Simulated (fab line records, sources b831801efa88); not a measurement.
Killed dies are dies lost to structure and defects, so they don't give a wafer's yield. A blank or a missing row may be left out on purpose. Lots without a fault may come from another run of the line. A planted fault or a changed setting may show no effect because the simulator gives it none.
fab line records | flow sky130
record lots=6 wafers=18 last_day=49
route steps=708 shown VIA3@587 METAL4@598 CAP2M@603 PAD_OPEN@708
lots that met no fault: from a run of the same line without faults
start_h: hours from the record's first day to the start of the lot's first wafer shown | wait_h: hours since the lot's step before | " the same as in the row above | L1.1+2: a row that stands for several wafers | - no value, or no start given | * or withheld: withheld | < > ~ a bound
route shown NAME@n: a module of which the file shows steps, and the number in the route of the first | usual: mean/standard deviation of fault-free wafers | same: alike in all rows | chamber/n: place in a boat | sites: the reading at each site | _std_site: their standard deviation | _edge_site: outer sites' mean less inner sites' | radius_mm: how far each site lies from the wafer's centre | mask NAME#n: copy n | behind: the tool/chamber that last shaped the wafer | hold: why the lot was held/for how many hours/how that ended | device: the transistor (n, p or np) that didn't switch | end of line: the same wafers' tests at the end of the route | a step without rows: its recipe alone | killed: dies lost to structure and defects at the first sort, not the wafer's yield | map: a wafer's dies, x killed, . not, _ none there
set.NAME: the setting as run; set.NAME@STEP: as run at that earlier step | model.NAME: the simulator's own value behind a step, which no gauge read
lots at some steps of the route; a table a step, a row a wafer
services: from which hour (start_h, from the record's first day; less than 0 if before it) a tool's chamber was out of use, for how many hours, and why
## steps
# step SKY_VIA3_ETCH_14
# recipe chemistry=N2/H2 target=BARC ion_energy_ev=200 source_w=500 bias_w=100 pressure_mtorr=30 n2_flow_sccm=100 h2_flow_sccm=200 stop_on=SiO2 time_s=45.9 target_depth_a=600
# step SKY_VIA3_ETCH_15
# recipe target=SiO2 chemistry=C4F8/O2/Ar target_depth_nm=507 stop_on=TiN mask_material=KrF-thick source_w=1500 bias_w=1200 pressure_mtorr=40 c4f8_flow_sccm=withheld O2_flow_sccm=6 Ar_flow_sccm=300 time_s=78
# usual bias_w=1200/3.7 oes_product_au=0.946/0.0045
# same time_s=78
# columns lot.wafer tool chamber start_h wait_h bias_w oes_product_au rf_hours_counter_h
L298.1 rie_diel-03 3 926.65 0.0 1196 0.945 20
L298.3 " 2 " " 1203 0.946 13
L298.4 " 3 " " 1194 0.945 -
L302.1 rie_diel-04 0 970.72 0.0 1205 0.946 15
L302.2 " 3 " " 1201 0.947 21
L302.3 " 2 " " 1200 0.945 16
L304.1 rie_diel-01 0 986.35 0.0 1204 0.947 13
L304.3 " 2 " " 1192 0.949 4
L304.4 " 1 " " 1194 0.934 19
L309.1 rie_diel-03 1 1015.21 0.0 1204 0.940 20
L309.3 " 2 " " 1195 0.954 16
L309.6 " 3 " " 1197 0.939 -
L310.2 rie_diel-04 1 1016.20 0.0 1196 0.956 8
L310.4 " 0 " " 1198 0.944 17
L310.5 " 3 " " 1201 0.943 -
L317.1 rie_diel-04 2 1056.80 0.0 1202 0.942 19
L317.3 " 1 " " 1198 0.940 9
L317.5 " 2 " " 1199 0.941 -
# step SKY_VIA3_STRIP_16
# recipe chemistry=O2/N2 power_w=1400 pressure_mtorr=1500 platen_temp_c=withheld o2_flow_sccm=3000 n2_flow_sccm=300 overash_fraction=0.5
# usual drypump_motor_current_A=5.5/0.32 oes_product_au=0.403/0.0046 strip_time_to_endpoint_s=4.145/0.024
# columns lot.wafer tool chamber start_h wait_h drypump_motor_current_A oes_product_au rf_hours_counter_h strip_time_to_endpoint_s
L298.1 plasma_asher-02 1 926.71 0.0 5.6 0.405 113 4.110
L298.3 " 1 " " 5.6 0.402 - 4.118
L298.4 " 0 " " 4.9 0.401 - 4.095
L302.1 plasma_asher-04 0 970.78 0.0 5.7 0.400 85 4.140
L302.2 " 1 " " 5.8 0.410 85 4.143
L302.3 " 1 " " 5.9 0.400 - 4.132
L304.1 plasma_asher-04 0 986.41 0.0 5.6 0.392 87 4.158
L304.3 " 1 " " 5.8 0.404 - 4.136
L304.4 " 0 " " 5.6 0.398 - 4.137
L309.1 plasma_asher-02 1 1015.27 0.0 5.6 0.402 120 4.109
L309.3 " 1 " " 5.6 0.405 - 4.144
L309.6 " 0 " " 4.9 0.399 - 4.131
L310.2 plasma_asher-04 0 1016.26 0.0 5.6 0.410 90 4.149
L310.4 " 1 " " 5.8 0.394 - 4.123
L310.5 " 0 " " 5.7 0.401 - 4.182
L317.1 plasma_asher-04 1 1056.86 0.0 5.8 0.400 94 4.184
L317.3 " 1 " " 5.8 0.407 - 4.141
L317.5 " 1 " " 5.8 0.403 - 4.163
# step SKY_VIA3_STRIP_17
# recipe chemistry=post_etch_residue_remover time_s=1200 temp_c=72.5
# step SKY_VIA3_CLEAN_18
# recipe chemistry=IPA time_s=180 temp_c=25
# step SKY_VIA3_CLEAN_19
# recipe chemistry=O3/DIW dry=n2_spin
# step SKY_VIA3_SPUTTER_20
# recipe material=TiN target_thk_nm=20 chamber_pressure_pa=5 power_w=4000 time_s=80
# step SKY_VIA3_CVD_21
# recipe material=W target_thk_nm=390 time_s=117.31 temp_c=400 pressure_torr=40
# usual heater_power_w=906/29
# same time_s=117.31
# columns lot.wafer tool chamber start_h wait_h heater_power_w
L298.1 cvd_w-02 0 927.37 0.0 873
L298.3 " 0 " " 870
L298.4 " 1 " " 902
L302.1 cvd_w-01 0 971.43 0.0 970
L302.2 " 1 " " 877
L302.3 " 1 " " 891
L304.1 cvd_w-01 1 987.15 0.0 898
L304.3 " 0 " " 944
L304.4 " 1 " " 866
L309.1 cvd_w-02 0 1015.93 0.0 906
L309.3 " 1 " " 908
L309.6 " 0 " " 901
L310.2 cvd_w-02 1 1016.91 0.0 895
L310.4 " 0 " " 884
L310.5 " 1 " " 907
L317.1 cvd_w-01 0 1057.51 0.0 953
L317.3 " 0 " " 943
L317.5 " 1 " " 892
# step SKY_VIA3_RS_MEAS_22
# recipe thk_meas_gauge=four-point-probe reads=W_of_VIA3_CVD_21+TiN_of_VIA3_SPUTTER_20
# usual VIA3_W_RS=0.296/0.0044
# columns lot.wafer tool chamber start_h wait_h VIA3_W_RS[ohm/sq]
L298.1 film_metro-03 - 927.49 0.1 0.293
L298.3 " - " " 0.288
L298.4 " - " " 0.292
L302.1 film_metro-03 - 971.56 0.1 0.297
L302.2 " - " " 0.295
L302.3 " - " " 0.298
L304.1 film_metro-03 - 987.27 0.1 0.293
L304.3 " - " " 0.295
L304.4 " - " " 0.293
L309.1 film_metro-01 - 1016.05 0.1 0.294
L309.3 " - " " 0.303
L309.6 " - " " 0.298
L310.2 film_metro-03 - 1017.05 0.1 0.300
L310.4 " - " " 0.299
L310.5 " - " " 0.298
L317.1 film_metro-02 - 1057.64 0.1 0.301
L317.3 " - " " 0.299
L317.5 " - " " 0.296
# step SKY_VIA3_THK_MEAS_23
# recipe thk_meas_gauge=xrf reads=W_of_VIA3_CVD_21
# usual VIA3_W_THK=392/6.7
# columns lot.wafer tool chamber start_h wait_h VIA3_W_THK[nm]
L298.1 film_metro-03 - 927.61 0.1 394
L298.3 " - " " 399
L298.4 " - " " 393
L302.1 film_metro-03 - 971.68 0.1 393
L302.2 " - " " 394
L302.3 " - " " 394
L304.1 film_metro-03 - 987.39 0.1 396
L304.3 " - " " 394
L304.4 " - " " 401
L309.1 film_metro-01 - 1016.17 0.1 393
L309.3 " - " " 386
L309.6 " - " " 391
L310.2 film_metro-03 - 1017.16 0.1 382
L310.4 " - " " 383
L310.5 " - " " 385
L317.1 film_metro-02 - 1057.76 0.1 389
L317.3 " - " " 395
L317.5 " - " " 399
# step SKY_VIA3_CMP_24
# recipe stop_on=SiO2 t_overpolish_s=20 down_force_psi=3.5 platen_rpm=60 target_thk_nm=0 pad_velocity_m_s=0.94248
# usual motor_current_A=11.0/1.2 overpolish_run_s=20.000/0.0092 time_to_endpoint_s=93/3.9
# columns lot.wafer tool chamber start_h wait_h motor_current_A overpolish_run_s time_to_endpoint_s
L298.4 cmp-01 3 927.67 0.0 10.7 20.006 96
L298.1 " 0 " " 10.1 20.011 95
L298.3 " 1 " " 12.6 20.012 94
L302.1 cmp-02 0 971.79 0.1 9.9 19.994 89
L302.3 " 1 " " 9.8 20.005 88
L302.2 " 2 " " 12.1 19.996 92
L304.4 cmp-01 3 987.50 0.1 10.1 20.007 101
L304.3 " 0 " " 9.9 19.998 96
L304.1 " 1 " " 12.8 19.996 91
L309.1 cmp-01 0 1017.11 0.9 9.9 19.991 102
L309.3 " 1 " " 12.9 19.988 93
L309.6 " 3 " " 10.5 20.005 96
L310.2 cmp-01 0 1017.91 0.7 11.0 19.991 92
L310.4 " 3 " " 10.2 20.011 98
L310.5 " 0 " " 10.0 19.991 97
L317.1 cmp-01 2 1057.82 0.1 11.2 20.000 96
L317.3 " 0 " " 9.9 20.003 95
L317.5 " 3 " " 10.5 20.004 99
# step SKY_METAL4_SPUTTER_00
# recipe material=Ti target_thk_nm=15 power_w=3000 time_s=10 chamber_pressure_pa=0.4
# step SKY_METAL4_SPUTTER_01
# recipe material=TiN target_thk_nm=20 power_w=6500 time_s=16.7 chamber_pressure_pa=0.4
# usual throttle_valve_pct=30.9/1.1
# same time_s=16.7
# columns lot.wafer tool chamber start_h wait_h throttle_valve_pct
L298.1 pvd_sputter-03 - 927.99 0.0 31.5
L298.3 " - " " 31.3
L298.4 " - " " 31.1
L302.1 pvd_sputter-02 - 972.06 0.0 30.6
L302.2 " - " " 28.6
L302.3 " - " " 28.4
L304.1 pvd_sputter-01 - 987.78 0.0 32.3
L304.3 " - " " 30.7
L304.4 " - " " 29.7
L309.1 pvd_sputter-03 - 1017.33 0.0 32.1
L309.3 " - " " 31.5
L309.6 " - " " 31.3
L310.2 pvd_sputter-03 - 1018.23 0.0 32.0
L310.4 " - " " 31.2
L310.5 " - " " 31.2
L317.1 pvd_sputter-01 - 1058.14 0.0 31.6
L317.3 " - " " 32.2
L317.5 " - " " 31.2
# step SKY_METAL4_SPUTTER_02
# recipe material=AlCu target_thk_nm=735 power_w=10600 time_s=39.1 chamber_pressure_pa=0.4
# step SKY_METAL4_SPUTTER_03
# recipe material=Ti target_thk_nm=5 power_w=3000 time_s=3.3 chamber_pressure_pa=0.4
# step SKY_METAL4_SPUTTER_04
# recipe material=TiN target_thk_nm=70 power_w=6500 time_s=58.3 chamber_pressure_pa=0.4
# step SKY_CAP2M_CVD_00
# recipe material=SiO2 target_thk_nm=15.5 temp_c=400 time_s=withheld rf_w=450
# step SKY_CAP2M_THK_MEAS_01
# recipe reads=SiO2_of_CAP2M_CVD_00
# usual CAP2M_CVD_00_THK=15.60/0.23
# columns lot.wafer tool chamber start_h wait_h CAP2M_CVD_00_THK[nm]
L298.1 film_metro-03 - 928.15 - 15.53
L298.3 " - " " 15.61
L298.4 " - " " 15.86
L302.1 film_metro-03 - 972.21 - 15.21
L302.2 " - " " 15.57
L302.3 " - " " 15.57
L304.1 film_metro-01 - 987.93 - 15.42
L304.3 " - " " 15.57
L304.4 " - " " 15.64
L309.1 film_metro-01 - 1017.49 - 15.51
L309.3 " - " " 15.38
L309.6 " - " " 15.63
L310.2 film_metro-03 - 1018.40 - 15.48
L310.4 " - " " 15.86
L310.5 " - " " 15.78
L317.1 film_metro-03 - 1058.30 - 15.32
L317.3 " - " " 15.67
L317.5 " - " " 15.76
# step SKY_CAP2M_SPUTTER_02
# recipe material=TiN target_thk_nm=200 temp_c=300 power_w=6500 time_s=166.7 chamber_pressure_pa=0.4
# step SKY_CAP2M_RS_MEAS_03
# recipe thk_meas_gauge=four-point-probe reads=TiN_of_CAP2M_SPUTTER_02
# usual CAP2M_TIN_RS=6.87/0.072
# columns lot.wafer tool chamber start_h wait_h CAP2M_TIN_RS[ohm/sq]
L298.1 film_metro-04 - 928.32 0.1 6.95
L298.3 " - " " 6.86
L298.4 " - " " 6.89
L302.1 film_metro-01 - 972.38 0.1 6.88
L302.2 " - " " 6.97
L302.3 " - " " 6.80
L304.1 film_metro-01 - 988.10 0.1 6.71
L304.3 " - " " 6.79
L304.4 " - " " 6.80
L309.1 film_metro-03 - 1017.66 0.1 6.92
L309.3 " - " " 6.84
L309.6 " - " " 6.90
L310.2 film_metro-04 - 1018.58 0.1 7.07
L310.4 " - " " 6.83
L310.5 " - " " 7.04
L317.1 film_metro-01 - 1058.47 0.1 6.71
L317.3 " - " " 6.79
L317.5 " - " " 6.84
# step SKY_CAP2M_THK_MEAS_04
# recipe thk_meas_gauge=xrf reads=TiN_of_CAP2M_SPUTTER_02
# usual CAP2M_TIN_THK=198.5/2.3
# columns lot.wafer tool chamber start_h wait_h CAP2M_TIN_THK[nm]
L298.1 film_metro-04 - 928.44 0.1 194.3
L298.3 " - " " 196.8
L298.4 " - " " 195.8
L302.1 film_metro-01 - 972.50 0.1 197.4
L302.2 " - " " 194.5
L302.3 " - " " 199.9
L304.1 film_metro-01 - 988.22 0.1 202.7
L304.3 " - " " 200.7
L304.4 " - " " 200.7
L309.1 film_metro-03 - 1017.78 0.1 198.6
L309.3 " - " " 201.2
L309.6 " - " " 199.4
L310.2 film_metro-04 - 1018.69 0.1 192.1
L310.4 " - " " 197.7
L310.5 " - " " 193.0
L317.1 film_metro-01 - 1058.59 0.1 203.6
L317.3 " - " " 201.8
L317.5 " - " " 199.2
# step SKY_CAP2M_DEHYDRATE_05
# recipe temp_c=200 time_s=60
# step SKY_CAP2M_HMDS_06
# recipe prime_time_s=60 prime_temp_c=120
# step SKY_CAP2M_COAT_07
# recipe resist=NOVOLAK spin_rpm=3000 resist_thk_nm=1140
# step SKY_CAP2M_SOFTBAKE_08
# recipe temp_c=90 time_s=60 resist=NOVOLAK
# step SKY_CAP2M_EXPOSE_09
# recipe mask_id=CAP2M na=0.6 source_shape=conventional sigma_outer=0.6 polarization=unpolarized target_cd_nm=1000 dose_mj=159
# step SKY_CAP2M_PEB_10
# recipe temp_c=withheld time_s=* resist=NOVOLAK
# step SKY_CAP2M_DEVELOP_11
# recipe resist=NOVOLAK developer=TMAH develop_time_s=60 dev_temp_c=23
# step SKY_CAP2M_OVL_MEAS_12
# usual CAP2M_OVL=-0.5/1.4
# columns lot.wafer tool chamber start_h wait_h CAP2M_OVL[nm]
L298.1 overlay-01 - 952.41 0.1 0.0
L298.3 " - " " -1.7
L298.4 " - " " -1.4
L302.1 overlay-02 - 995.86 0.1 0.0
L302.2 " - " " -2.2
L302.3 " - " " -2.7
L304.1 overlay-01 - 1011.06 0.1 -0.2
L304.3 " - " " 0.9
L304.4 " - " " 0.3
L309.1 overlay-02 - 1039.76 0.1 0.1
L309.3 " - " " 0.3
L309.6 " - " " -1.2
L310.2 overlay-01 - 1041.06 0.1 0.9
L310.4 " - " " 2.8
L310.5 " - " " -0.3
L317.1 overlay-01 - 1079.21 0.1 -2.4
L317.3 " - " " -2.0
L317.5 " - " " -0.6
# step SKY_CAP2M_METAL_ETCH_13
# recipe target_depth_nm=220 stop_on=SiO2 chemistry=Cl2/BCl3 target=TiN pressure_mtorr=10 icp_w=900 bias_w=48.5 Cl2_flow_sccm=60 bcl3_flow_sccm=30 time_s=62.9
# usual bias_w=48.51/0.13 drypump_motor_current_A=6.1/0.39 oes_product_au=0.944/0.0071 throttle_valve_pct=21.899/0.011
# same time_s=62.9
# columns lot.wafer tool chamber start_h wait_h bias_w drypump_motor_current_A oes_product_au rf_hours_counter_h throttle_valve_pct
L298.1 rie_metal-01 1 952.44 0.0 48.43 6.0 0.938 9 21.908
L298.3 " 1 " " 48.41 6.0 0.946 - 21.897
L298.4 " 0 " " 48.45 6.2 0.937 - 21.911
L302.1 rie_metal-03 1 995.90 0.0 48.27 6.8 0.951 12 21.909
L302.2 " 0 " " 48.50 5.7 0.939 10 21.892
L302.3 " 0 " " 48.56 5.7 0.954 - 21.907
L304.1 rie_metal-03 0 1011.10 0.0 48.39 5.7 0.952 11 21.879
L304.3 " 1 " " 48.52 6.8 0.945 - 21.899
L304.4 " 0 " " 48.46 5.7 0.945 - 21.895
L309.1 rie_metal-04 1 1039.80 0.0 48.37 6.6 0.937 9 21.906
L309.3 " 0 " " 48.59 5.7 0.947 - 21.911
L309.6 " 0 " " 48.56 5.7 0.947 - 21.898
L310.2 rie_metal-01 1 1041.12 0.0 48.54 6.0 0.926 - 21.907
L310.4 " 1 " " 48.62 5.9 0.945 - 21.903
L310.5 " 1 " " 48.79 6.0 0.936 - 21.904
L317.1 rie_metal-01 0 1079.24 0.0 48.52 6.2 0.961 20 21.882
L317.3 " 1 " " 48.44 5.9 0.948 - 21.893
L317.5 " 1 " " 48.35 5.9 0.948 - 21.897
# step SKY_CAP2M_STRIP_14
# recipe chemistry=O2/N2 power_w=1400 pressure_mtorr=1500 platen_temp_c=withheld o2_flow_sccm=3000 n2_flow_sccm=300 overash_fraction=0.5
# step SKY_CAP2M_STRIP_15
# recipe chemistry=post_etch_residue_remover time_s=1200 temp_c=72.5
# step SKY_CAP2M_CLEAN_16
# recipe chemistry=IPA time_s=180 temp_c=25
# step SKY_CAP2M_CLEAN_17
# recipe chemistry=O3/DIW dry=n2_spin
# step SKY_METAL4_DEHYDRATE_05
# recipe temp_c=200 time_s=60
# step SKY_METAL4_HMDS_06
# recipe prime_time_s=60 prime_temp_c=120
# step SKY_METAL4_COAT_07
# recipe resist=BARC temp_c=withheld time_s=withheld spin_rpm=3000 resist_thk_nm=60
# step SKY_METAL4_COAT_08
# recipe resist=KrF-thick spin_rpm=3000 resist_thk_nm=1140
# step SKY_METAL4_SOFTBAKE_09
# recipe temp_c=100 time_s=90 resist=KrF-thick
# step SKY_METAL4_EXPOSE_10
# recipe mask_id=MM4 na=0.68 source_shape=annular sigma_inner=0.4 sigma_outer=0.8 target_cd_nm=300 dose_mj=28
# step SKY_METAL4_PEB_11
# recipe peb_temp_c=withheld peb_time_s=withheld resist=KrF-thick
# step SKY_METAL4_DEVELOP_12
# recipe develop_time_s=60 resist=KrF-thick dev_temp_c=21
# step SKY_PAD_OPEN_PROBE_99
# usual defect_limited_yield=82.6/1.9 killed_at_M0_to_M3=42/7.1 killed_at_M4_up=3.3/1.9 killed_at_contacts=24/5 killed_at_front_end=15/4.7 killed_at_other=0.3/0.61 killed_dies=86/9.6 killed_open=47/7.5 killed_short=38/6.6 sort_bin_3_pad_short=0.9/0.42 sort_bin_5_function=10.2/1.5 sort_bin_6_memory=6.3/1.1 sort_n_pass=406/9.6 sort_yield_pct=82.6/1.9
# same gross_dies=492 killed_at_back_side=0 sort_bin_4_leakage[%]=0 sort_bin_8_speed[%]=0
# columns lot.wafer tool chamber start_h wait_h defect_limited_yield[%] killed_at_M0_to_M3 killed_at_M4_up killed_at_contacts killed_at_front_end killed_at_other killed_dies killed_open killed_short sort_bin_3_pad_short[%] sort_bin_5_function[%] sort_bin_6_memory[%] sort_n_pass sort_yield_pct[%] model.etest.tester.sort_n_pass model.etest.tester.sort_yield_pct model.etest.tester.sort_bin_5_pct model.etest.tester.sort_bin_3_pct
L298.1 prober-02 - 1071.49 0.1 79.9 42 5 26 26 0 99 52 45 0.6 12.8 6.7 393 79.9 393 79.88 12.8 0.6098
L298.3 prober-02 - 1071.59 0.2 83.9 40 3 21 15 0 79 42 37 0.8 8.7 6.5 413 83.9 413 83.94 8.74 0.813
L298.4 prober-02 - 1071.64 0.2 83.9 37 3 20 18 1 79 41 38 0.4 7.9 7.7 413 83.9 413 83.94 7.927 0.4065
L302.1 prober-02 - 1110.63 0.1 80.9 54 3 19 18 0 94 46 48 1.4 12.6 5.1 398 80.9 398 80.89 12.6 1.423
L302.2 prober-02 - 1110.68 0.1 84.3 34 3 26 14 0 77 53 24 0.6 9.6 5.5 415 84.3 415 84.35 9.553 0.6098
L302.3 prober-02 - 1110.73 0.2 84.6 32 6 27 11 0 76 39 37 1.6 8.9 4.9 416 84.6 416 84.55 8.943 1.626
L304.1 prober-01 - 1124.85 0.1 81.7 40 7 24 18 1 90 46 44 0.8 10.0 7.5 402 81.7 402 81.71 9.959 0.813
L304.3 prober-01 - 1124.95 0.2 82.5 37 9 22 18 0 86 44 42 1.0 10.6 5.9 406 82.5 406 82.52 10.57 1.016
L304.4 prober-01 - 1125.00 0.2 83.7 40 3 25 12 0 80 36 44 1.2 8.1 6.9 412 83.7 412 83.74 8.13 1.22
L309.1 prober-01 - 1149.09 0.1 73.4 48 52 13 18 0 131 39 44 3.3 17.3 6.1 361 73.4 361 73.37 17.28 3.252
L309.3 prober-01 - 1149.19 0.2 82.9 40 3 28 13 0 84 39 45 1.4 11.4 4.3 408 82.9 408 82.93 11.38 1.423
L309.6 prober-01 - 1149.34 0.2 83.7 51 3 16 10 0 80 47 33 0.6 9.6 6.1 412 83.7 412 83.74 9.553 0.6098
L310.2 prober-02 - 1151.07 0.1 73.4 42 54 22 13 0 131 46 38 3.9 15.0 7.7 361 73.4 361 73.37 15.04 3.862
L310.4 prober-02 - 1151.17 0.2 80.5 51 8 25 12 0 96 56 40 0.8 12.4 6.3 396 80.5 396 80.49 12.4 0.813
L310.5 prober-02 - 1151.22 0.2 85.6 34 7 21 8 1 71 35 36 0.8 8.1 5.5 421 85.6 421 85.57 8.13 0.813
L317.1 prober-01 - 1181.24 0.1 82.1 42 2 29 14 1 88 50 35 1.0 10.6 6.3 404 82.1 404 82.11 10.57 1.016
L317.3 prober-01 - 1181.34 0.2 83.1 46 3 16 17 1 83 39 40 1.0 9.3 6.5 409 83.1 409 83.13 9.35 1.016
L317.5 prober-01 - 1181.44 0.2 85.2 31 2 25 14 1 73 38 33 1.0 9.1 4.7 419 85.2 419 85.16 9.146 1.016
# killed by level:class
L298.1 VIA1:geometric_particle:open=13 CONTACT:geometric_particle:open=11 FIELD_ISO:geometric_particle:short=8 METAL1:geometric_particle:short=8 LI_CONTACT:geometric_particle:open=7 FIELD_ISO:geometric_particle:open=6 METAL4:geometric_particle:short=5 METAL2:geometric_particle:short=5
L298.3 VIA1:geometric_particle:short=10 CONTACT:geometric_particle:open=9 LI_CONTACT:geometric_particle:open=7 VIA1:geometric_particle:open=7 METAL1:geometric_particle:short=5 FIELD_ISO:geometric_particle:open=4 FIELD_ISO:geometric_particle:short=4 VIA3:geometric_particle:open=4
L298.4 VIA1:geometric_particle:open=8 FIELD_ISO:geometric_particle:short=7 CONTACT:geometric_particle:open=7 VIA3:geometric_particle:open=7 VIA1:geometric_particle:short=6 METAL2:geometric_particle:short=6 FIELD_ISO:geometric_particle:open=5 LI_CONTACT:geometric_particle:open=4
L302.1 CONTACT:geometric_particle:open=11 METAL1:geometric_particle:short=10 VIA1:geometric_particle:short=9 VIA2:geometric_particle:short=6 VIA1:geometric_particle:open=6 VIA2:geometric_particle:open=6 LI_CONTACT:geometric_particle:open=5 METAL2:geometric_particle:short=5
L302.2 LI_CONTACT:geometric_particle:open=9 VIA1:geometric_particle:open=9 CONTACT:geometric_particle:open=8 POLY_GATE:geometric_particle:open=4 LOCAL_INTERCONNECT:geometric_particle:short=4 METAL2:geometric_particle:open=4 VIA2:geometric_particle:short=4 VIA2:geometric_particle:open=4
L302.3 CONTACT:geometric_particle:open=13 METAL1:geometric_particle:short=7 VIA1:geometric_particle:open=7 CONTACT:geometric_particle:short=6 POLY_GATE:geometric_particle:open=4 VIA1:geometric_particle:short=4 FIELD_ISO:geometric_particle:open=3 FIELD_ISO:geometric_particle:short=3
L304.1 CONTACT:geometric_particle:open=10 VIA1:geometric_particle:open=7 VIA1:geometric_particle:short=7 FIELD_ISO:geometric_particle:open=6 METAL2:geometric_particle:short=5 METAL4:geometric_particle:short=5 POLY_GATE:geometric_particle:short=4 LI_CONTACT:geometric_particle:open=4
L304.3 CONTACT:geometric_particle:open=10 VIA3:geometric_particle:open=7 METAL4:geometric_particle:short=7 METAL2:geometric_particle:short=6 POLY_GATE:geometric_particle:short=5 LI_CONTACT:geometric_particle:open=5 VIA1:geometric_particle:open=5 VIA2:geometric_particle:short=4
L304.4 CONTACT:geometric_particle:open=9 CONTACT:geometric_particle:short=9 VIA3:geometric_particle:open=8 METAL1:geometric_particle:short=7 VIA1:geometric_particle:open=6 LI_CONTACT:geometric_particle:open=5 VIA2:geometric_particle:open=4 SPACER:geometric_particle:short=4
L309.1 METAL4:unspecified=48 VIA2:geometric_particle:open=12 VIA1:geometric_particle:short=7 METAL2:geometric_particle:short=7 FIELD_ISO:geometric_particle:short=4 SPACER:geometric_particle:open=4 METAL1:geometric_particle:short=4 VIA3:geometric_particle:short=4
L309.3 CONTACT:geometric_particle:short=9 CONTACT:geometric_particle:open=8 VIA1:geometric_particle:open=8 METAL2:geometric_particle:short=7 METAL1:geometric_particle:short=6 VIA2:geometric_particle:open=5 LI_CONTACT:geometric_particle:short=4 LI_CONTACT:geometric_particle:open=4
L309.6 VIA1:geometric_particle:open=15 VIA2:geometric_particle:open=7 CONTACT:geometric_particle:open=6 METAL2:geometric_particle:short=6 VIA3:geometric_particle:open=5 LI_CONTACT:geometric_particle:open=4 CONTACT:geometric_particle:short=4 VIA1:geometric_particle:short=4
L310.2 METAL4:unspecified=47 CONTACT:geometric_particle:open=9 VIA1:geometric_particle:open=8 VIA2:geometric_particle:open=7 CONTACT:geometric_particle:short=6 VIA2:geometric_particle:short=6 METAL4:geometric_particle:short=6 LI_CONTACT:geometric_particle:open=5
L310.4 VIA1:geometric_particle:open=13 VIA2:geometric_particle:open=9 CONTACT:geometric_particle:open=8 LI_CONTACT:geometric_particle:open=7 VIA3:geometric_particle:open=7 CONTACT:geometric_particle:short=6 METAL3:geometric_particle:short=5 METAL2:geometric_particle:short=4
L310.5 CONTACT:geometric_particle:open=10 VIA2:geometric_particle:open=8 CONTACT:geometric_particle:short=7 VIA1:geometric_particle:open=7 METAL4:geometric_particle:short=6 VIA1:geometric_particle:short=5 VIA3:geometric_particle:open=4 FIELD_ISO:geometric_particle:short=3
L317.1 CONTACT:geometric_particle:open=16 VIA1:geometric_particle:open=12 VIA2:geometric_particle:open=8 VIA1:geometric_particle:short=7 METAL1:geometric_particle:short=6 FIELD_ISO:geometric_particle:short=5 LI_CONTACT:geometric_particle:open=4 VIA3:geometric_particle:open=4
L317.3 METAL1:geometric_particle:short=11 VIA1:geometric_particle:open=11 LI_CONTACT:geometric_particle:open=7 VIA2:geometric_particle:open=6 VIA1:geometric_particle:short=5 FIELD_ISO:geometric_particle:short=4 METAL3:geometric_particle:short=4 FIELD_ISO:geometric_particle:open=3
L317.5 CONTACT:geometric_particle:open=10 LI_CONTACT:geometric_particle:open=8 VIA1:geometric_particle:short=6 VIA2:geometric_particle:open=6 FIELD_ISO:geometric_particle:short=5 VIA1:geometric_particle:open=5 CONTACT:geometric_particle:short=4 METAL1:geometric_particle:short=4
# map L309.1 (x killed, . not)
__________....x....._________
________x.x...x....xx._______
______xx...xx....x......_____
_____....x.....x.x.......____
____.....x..............x.___
___...xx.....xx....x....x..__
__.....x..x..x...x...x...x.._
_......x...........x.x.......
_.....................x..x..x
_...x.x..x....x..............
_..x.....x....xx.............
_.......x.......x......x.x...
_.......x..x......x..x..x....
_.......x......xxxx..x..xx.x.
_..x...........x.xx..x....x..
__..x.....x...x...x...x..x.._
___...x........xxxx......x.__
____....xxx..x.xxxx.xxx...___
_____.x.....xxxxxxxxxxxx.____
______.....xxxxxxxxxx..._____
________x..xxxxxxxxxx._______
__________..xxxxxxxx_________
# map L310.2 (x killed, . not)
__________.........._________
________x............._______
______..x..............x_____
_____..x....x...xx......x____
____.x.....x......x.......___
___......x..x..........x...__
__..x.x...........x.x..x..x._
_........x..x........x...x.x.
_.x.x.x..x.x................x
_..x....x..x.......x........x
_......x......x.xx...........
_...x......x.x.x..x....x.....
_.......x...x.....x...xx.....
_xx..........x.....x....x...x
_x...x.........xx......xx.xx.
__x....xx..........x...x...._
___x.....x...x.xxxxxx......__
____......x.xxxxxxxx.x....___
_____...x.x.x.xxxxxxxxx..____
______....xxxxxxxxxxx.x._____
________..x..xxxxxxxx._______
__________.xxxxxxxxx_________
## services
# columns tool chamber start_h hours kind
cvd_w-01 - 904.00 14.0 pm
cmp-01 - 905.01 0.5 repair
rie_diel-04 - 905.36 1.4 repair
rie_diel-03 - 915.80 1.6 repair
cvd_w-02 1 916.64 7.3 repair
rie_diel-03 1 924.69 5.3 repair
rie_diel-04 1 946.62 46.5 repair
pvd_sputter-01 - 950.17 5.7 repair
rie_diel-03 - 955.30 0.3 repair
plasma_asher-02 - 959.31 0.7 repair
plasma_asher-02 - 965.14 0.4 repair
pvd_sputter-01 - 971.69 7.0 repair
rie_diel-03 1 972.57 15.9 repair
plasma_asher-02 - 974.33 7.7 pm
rie_diel-03 0 976.81 3.8 repair
plasma_asher-02 - 988.45 8.2 repair
rie_diel-03 1 992.47 8.5 repair
pvd_sputter-01 - 994.80 1.1 repair
cmp-01 - 1012.96 3.1 repair
rie_diel-04 0 1017.51 5.3 repair
cmp-01 - 1021.64 4.3 repair
rie_metal-01 0 1026.41 19.1 repair
cvd_w-01 0 1069.17 7.1 repair
plasma_asher-04 - 1074.89 2.0 repair
## key
first_sign step=SKY_PAD_OPEN_PROBE_99 reading=killed_at_M4_up direction=up sigmas=26 usual=3.3 struck=53
effect step=SKY_PAD_OPEN_PROBE_99 reading=sort_bin_3_pad_short direction=up sigmas=6.3 usual=0.9 struck=3.6
model_effect step=SKY_PAD_OPEN_PROBE_99 value=etest.tester.sort_n_pass without=402.5 struck=361
met_at SKY_METAL4_SPUTTER_01
struck_wafers L309.1,L310.2
fault kind=chamber_particle_source tool=pvd_sputter-03 chamber=- onset_h=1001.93 steps=SKY_METAL4_SPUTTER_01 rate_per_visit_cm2=0.95381 end_h=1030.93 scope=struck_wafers_only
